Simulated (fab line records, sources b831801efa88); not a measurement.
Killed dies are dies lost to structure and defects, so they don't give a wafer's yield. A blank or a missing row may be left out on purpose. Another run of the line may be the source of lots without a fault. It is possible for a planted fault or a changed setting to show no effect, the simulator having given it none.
Matching of chambers + flow gf180mcu + GF_V4_CMP_04 on cmp-01 has 4 sister chambers
The step polishes SiO2. 4 wafers are shown with their chamber, then 7 later ones without.

## EACH WAFER AND ITS CHAMBER
| wafer  | chamber | motor_current_A (A) |
|--------|---------|---------------------|
| L894.2 | 0       | 10.4                |
| L900.3 | 1       | 13.6                |
| L901.2 | 2       | 10.0                |
| L901.5 | 3       | 13.3                |

## WAFERS MISSING THEIR CHAMBER
| wafer  | motor_current_A (A) |
|--------|---------------------|
| L901.6 | 10.2                |
| L905.2 | 10.7                |
| L905.3 | 10.7                |
| L905.5 | 13.3                |
| L906.2 | 13.9                |
| L906.3 | 10.1                |
| L906.6 | 13.7                |

## EACH ONE'S CHAMBER
| wafer  | from the rows above     | in truth |
|--------|-------------------------|----------|
| L901.6 | can't be placed: 2 or 0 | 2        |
| L905.2 | can't be placed: 0 or 2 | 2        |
| L905.3 | can't be placed: 0 or 2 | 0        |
| L905.5 | can't be placed: 3 or 1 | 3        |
| L906.2 | can't be placed: 1 or 3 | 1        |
| L906.3 | can't be placed: 2 or 0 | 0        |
| L906.6 | can't be placed: 1 or 3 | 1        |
0 of 7 placed correctly. Not placeable from these rows: 7 (in 7, the candidates include the true chamber). Placed wrongly: 0.
How it was worked out, from the rows above alone: a wafer's distance from a chamber is the root of the sum, over the readings, of the square of ((its reading less the chamber's mean) divided by the reading's scatter). If the next closest chamber is less than 2 further off than the closest, the wafer can't be placed; otherwise it belongs to the closest. A chamber's mean is the mean of its shown wafers. The scatter: root of mean squared gap, hidden wafer to nearest shown wafer, with one shown wafer a chamber.
